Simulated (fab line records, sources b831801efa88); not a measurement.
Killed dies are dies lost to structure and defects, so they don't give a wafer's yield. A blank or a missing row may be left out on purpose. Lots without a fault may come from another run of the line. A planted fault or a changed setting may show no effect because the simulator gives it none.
Which tool did it? | flow gf180mcu | 24 lots, 72 wafers sampled, at 3 steps of a route of 602

WHAT THE GAUGES READ, wafer by wafer
GF_V2_THK_MEAS_01.
lot  | measured     | on            | V2_CVD_00_THK (nm)
L074 | day 19 10:14 | film_metro-04 | 604 593 608
L075 | day 19 14:29 | film_metro-03 | 601 598 600
L076 | day 20 07:24 | film_metro-03 | 597 603 605
L077 | day 20 11:22 | film_metro-02 | 592 594 585
L078 | day 20 22:08 | film_metro-04 | 600 592 602
L079 | day 21 10:05 | film_metro-04 | 594 592 586
L080 | day 21 17:30 | film_metro-03 | 596 599 594
L081 | day 22 03:55 | film_metro-03 | 598 595 599
L082 | day 22 12:19 | film_metro-03 | 596 602 598
L083 | day 22 18:26 | film_metro-02 | 597 598 592
L084 | day 23 07:24 | film_metro-03 | 603 595 600
L085 | day 23 11:38 | film_metro-02 | 594 585 596
L086 | day 23 22:13 | film_metro-04 | 602 594 596
L087 | day 24 03:50 | film_metro-02 | 595 597 597
L088 | day 24 11:10 | film_metro-02 | 596 598 604
L089 | day 24 21:05 | film_metro-03 | 593 600 597
L090 | day 25 01:52 | film_metro-03 | 606 597 598
L091 | day 25 08:42 | film_metro-02 | 592 596 601
L092 | day 25 18:38 | film_metro-04 | 589 594 596
L093 | day 26 00:28 | film_metro-02 | 606 599 596
L094 | day 26 07:39 | film_metro-04 | 596 594 588
L095 | day 26 14:53 | film_metro-02 | 605 608 614
L096 | day 27 00:41 | film_metro-03 | 593 595 594
L097 | day 27 03:38 | film_metro-02 | 592 590 590

WHICH TOOL RAN EACH LOT (tool, then ch and the chambers of the sampled wafers, then the start)
lot  | GF_SALICIDE_SPUTTER_03       | GF_M1_SPUTTER_01
L074 | pvd_sputter-04, day 15 08:01 | pvd_sputter-04, day 16 08:40
L075 | pvd_sputter-04, day 15 11:37 | pvd_sputter-01, day 16 11:55
L076 | pvd_sputter-03, day 16 02:20 | pvd_sputter-02, day 17 02:39
L077 | pvd_sputter-04, day 16 06:38 | pvd_sputter-02, day 17 07:37
L078 | pvd_sputter-04, day 16 16:28 | pvd_sputter-04, day 17 17:16
L079 | pvd_sputter-04, day 17 02:56 | pvd_sputter-04, day 18 04:04
L080 | pvd_sputter-02, day 17 10:17 | pvd_sputter-04, day 18 12:19
L081 | pvd_sputter-04, day 17 19:40 | pvd_sputter-02, day 18 22:31
L082 | pvd_sputter-02, day 18 05:59 | pvd_sputter-02, day 19 08:19
L083 | pvd_sputter-04, day 18 10:49 | pvd_sputter-01, day 19 13:37
L084 | pvd_sputter-04, day 19 00:53 | pvd_sputter-02, day 20 03:52
L085 | pvd_sputter-03, day 19 05:09 | pvd_sputter-01, day 20 08:43
L086 | pvd_sputter-03, day 19 15:54 | pvd_sputter-01, day 20 18:46
L087 | pvd_sputter-02, day 19 22:40 | pvd_sputter-02, day 21 01:38
L088 | pvd_sputter-04, day 20 06:41 | pvd_sputter-02, day 21 09:39
L089 | pvd_sputter-04, day 20 17:35 | pvd_sputter-02, day 21 20:10
L090 | pvd_sputter-03, day 20 23:32 | pvd_sputter-04, day 22 02:01
L091 | pvd_sputter-03, day 21 06:34 | pvd_sputter-01, day 22 08:52
L092 | pvd_sputter-04, day 21 17:31 | pvd_sputter-01, day 22 20:05
L093 | pvd_sputter-02, day 21 23:55 | pvd_sputter-02, day 23 01:38
L094 | pvd_sputter-02, day 22 08:42 | pvd_sputter-04, day 23 10:52
L095 | pvd_sputter-02, day 22 15:42 | pvd_sputter-02, day 23 17:16
L096 | pvd_sputter-02, day 23 02:04 | pvd_sputter-02, day 24 03:22
L097 | pvd_sputter-04, day 23 07:17 | pvd_sputter-04, day 24 08:46
- GF_SALICIDE_SPUTTER_03: material TiN, target thk 20 nm, time 16.7 s.
- GF_M1_SPUTTER_01: material TiN, target thk 30 nm, time 25 s.

WHAT THE TOOLS THEMSELVES READ (means of the sampled wafers that have a number; where no wafer has one, the mark that the record gives instead)
GF_SALICIDE_SPUTTER_03.
lot  | tool           | throttle_valve_pct (%)
L074 | pvd_sputter-04 | 29.4
L075 | pvd_sputter-04 | 29.1
L076 | pvd_sputter-03 | 30.8
L077 | pvd_sputter-04 | 28.9
L078 | pvd_sputter-04 | 30.0
L079 | pvd_sputter-04 | 29.6
L080 | pvd_sputter-02 | 30.5
L081 | pvd_sputter-04 | 29.1
L082 | pvd_sputter-02 | 30.5
L083 | pvd_sputter-04 | 29.2
L084 | pvd_sputter-04 | 29.9
L085 | pvd_sputter-03 | 28.9
L086 | pvd_sputter-03 | 30.6
L087 | pvd_sputter-02 | 30.6
L088 | pvd_sputter-04 | 30.0
L089 | pvd_sputter-04 | 28.9
L090 | pvd_sputter-03 | 29.9
L091 | pvd_sputter-03 | 30.1
L092 | pvd_sputter-04 | 28.7
L093 | pvd_sputter-02 | 30.6
L094 | pvd_sputter-02 | 30.4
L095 | pvd_sputter-02 | 30.6
L096 | pvd_sputter-02 | 30.4
L097 | pvd_sputter-04 | 28.6

GF_M1_SPUTTER_01.
lot  | tool           | throttle_valve_pct (%)
L074 | pvd_sputter-04 | 29.6
L075 | pvd_sputter-01 | 29.2
L076 | pvd_sputter-02 | 30.5
L077 | pvd_sputter-02 | 30.6
L078 | pvd_sputter-04 | 30.0
L079 | pvd_sputter-04 | 29.0
L080 | pvd_sputter-04 | 29.6
L081 | pvd_sputter-02 | 30.2
L082 | pvd_sputter-02 | 30.6
L083 | pvd_sputter-01 | 29.2
L084 | pvd_sputter-02 | 30.5
L085 | pvd_sputter-01 | 29.4
L086 | pvd_sputter-01 | 28.6
L087 | pvd_sputter-02 | 30.2
L088 | pvd_sputter-02 | 30.2
L089 | pvd_sputter-02 | 30.2
L090 | pvd_sputter-04 | 30.7
L091 | pvd_sputter-01 | 29.2
L092 | pvd_sputter-01 | 29.4
L093 | pvd_sputter-02 | 30.2
L094 | pvd_sputter-04 | 29.9
L095 | pvd_sputter-02 | 30.7
L096 | pvd_sputter-02 | 30.3
L097 | pvd_sputter-04 | 29.3

THE ANSWER, worked out from the rows above alone
Rule: what is usual is taken from the lots themselves. Put in order of their means at a reading, lots are off if they are a third of the lots or fewer, leave a main group of 4 or more, and stand apart from it by a gap of 3 or more times the standard deviation of the main group's means; of several such gaps the widest counts. A main group whose means are all the same, to the digits that the tables above print for the reading, isn't used. A lot without any number at a reading at which 4 lots or more have one is off too. The other lots that the step has rows for count as sound. The gauges are gone through in route order, then the tools' own readings, and for those a lot's mean is taken as printed above. The first step at which some lot is off is used, and at that step the reading that is off furthest; a lot without a number counts as furthest.
No lot is off at any reading shown: from this, nothing can be told.

WHAT THE SIMULATOR HAD PUT IN
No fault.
